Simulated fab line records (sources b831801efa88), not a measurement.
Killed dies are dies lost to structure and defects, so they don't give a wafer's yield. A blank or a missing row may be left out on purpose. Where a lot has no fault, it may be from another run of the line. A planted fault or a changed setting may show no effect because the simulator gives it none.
Problem report, 8D (eight disciplines) form, completed by code -- flow sky130 -- the parts of the form that need people (team, actions taken, sign-off) are left out

## 1. PROBLEM STATEMENT
Wafers free of any fault read 10.44 nm (standard deviation 0.12) for SONOS_ONO_CVD_02_THK at SKY_SONOS_ONO_THK_MEAS_03, against a mean of 7.32 nm on 6 wafers of 2 lots. Relative to the usual mean, that is a shift of -26 standard deviations.
The first sign was on wafer L675.1 at day 16 03:12, on film metro-01. Wafers with a number at this step in the record: 30, from 10 lots. The rule behind "out" and "out of limits": a value lying over 4 standard deviations away from the usual mean. The other wafers with a number count as sound.

## 2. WHAT IT IS, WHAT IT ISN'T
question,is,is not
which readings at this step,SONOS_ONO_CVD_02_THK,-
which lots,"L675, L676","L661, L662, L663, L664, L665, L666, L683, L684"
which wafers of those lots,all that have a number,-
read on which gauges,film metro-01,"film metro-02, film metro-04"
when,from day 16 03:12,"up to then (18 sound wafers); but 6 sound wafers of L683, L684 came after"

## 3. WHAT RULES OUT EACH SUSPECT
Counting: a tool at a process step up to the reading stays a suspect if it ran every lot that is out and no sound lot after the first of them.
- the gauge at SKY_SONOS_ONO_THK_MEAS_03: kept. All the wafers that are out were read on film metro-01, and no step on other tools shows them out.
- lpcvd-02 at SKY_SONOS_ONO_CVD_02 (deposits Si3N4 from DCS/NH3, target thk 10.5 nm, time 180 s): ruled out as a lasting fault. Following L675 (day 16 02:09), the first lot on it that is out, the sound lots L683, L684 were run on it.
Remaining after the count: film metro-01 at SKY_SONOS_ONO_THK_MEAS_03.

## 4. THE CAUSE (what the simulator had put in)
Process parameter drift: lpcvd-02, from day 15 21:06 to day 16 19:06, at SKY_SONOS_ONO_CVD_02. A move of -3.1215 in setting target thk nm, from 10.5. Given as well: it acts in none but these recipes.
It was ruled out by counting, in error; the rule expects a fault to strike all lots run on its tool from its start on, and this fault did not.

## 5. THE CHAIN OF EFFECTS, in route order
Each row: a reading where the mean over the struck wafers with a number is more than 3 standard deviations away from the usual. Only readings whose record carries a usual standard deviation are examined. hours: median over the lots of the time between each lot's start at the first step of this table that gives one and its start at this step. sigmas: the change, counted in usual standard deviations.
hours,step,reading,usual,on struck wafers,change,sigmas
0,SKY_SONOS_ONO_THK_MEAS_03,SONOS_ONO_CVD_02_THK,10.44 nm,7.32,-3.12,-26

## 6. HOW IT WOULD HAVE BEEN CAUGHT EARLIER
6 hours passed between the start of the fault at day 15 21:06 and the first reading out of limits at a measuring or inspecting step in this record, taken at day 16 03:12.
No tool reading at SKY_SONOS_ONO_CVD_02 that has a usual standard deviation in the record was out on any struck wafer, so an alarm limit of 4 standard deviations on those readings would not have fired.
